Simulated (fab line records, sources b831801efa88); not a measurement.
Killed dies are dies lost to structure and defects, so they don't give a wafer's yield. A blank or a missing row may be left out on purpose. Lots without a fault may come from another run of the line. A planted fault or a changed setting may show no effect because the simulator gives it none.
Chamber matching | flow gf180mcu | GF_V3_CMP_26 on cmp-01: 4 sister chambers
The step polishes, stops on SiO2, t overpolish 15 s, target thk 0 nm. 4 wafers are shown with their chamber, then 8 later ones without.

WAFERS WITH THEIR CHAMBER
wafer  | chamber | motor_current_A (A)
L433.1 | 2       | 13.5
L434.3 | 3       | 11.4
L438.2 | 1       | 11.5
L438.4 | 0       | 10.4

WAFERS WITHOUT THEIR CHAMBER
wafer  | motor_current_A (A)
L438.5 | 12.6
L439.1 | 11.3
L439.2 | 13.2
L439.3 | 11.8
L440.1 | 12.6
L449.1 | 11.1
L449.2 | 13.0
L449.4 | 11.7

WHICH CHAMBER EACH WENT THROUGH
wafer  | from the rows above          | in truth
L438.5 | can't be placed: 2 or 1 or 3 | 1
L439.1 | can't be placed: 3 or 1 or 0 | 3
L439.2 | 2                            | 2
L439.3 | can't be placed: 1 or 3      | 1
L440.1 | can't be placed: 2 or 1 or 3 | 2
L449.1 | can't be placed: 3 or 1 or 0 | 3
L449.2 | can't be placed: 2 or 1      | 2
L449.4 | can't be placed: 1 or 3      | 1
Placed correctly: 1 of 8. Can't be placed from these rows: 7 (the true chamber is among the candidates in 7). Placed wrongly: 0.
How it was worked out, from the rows above alone: a wafer's distance from a chamber is the root of the sum, over the readings, of the square of ((its reading less the chamber's mean) divided by the reading's scatter). The wafer belongs to the nearest chamber; if the next one is less than 2 further off, it can't be placed. A chamber's mean is the mean of its shown wafers. The scatter: with one shown wafer a chamber, the root of the mean of the squares of how far each hidden wafer lies from its nearest shown one.
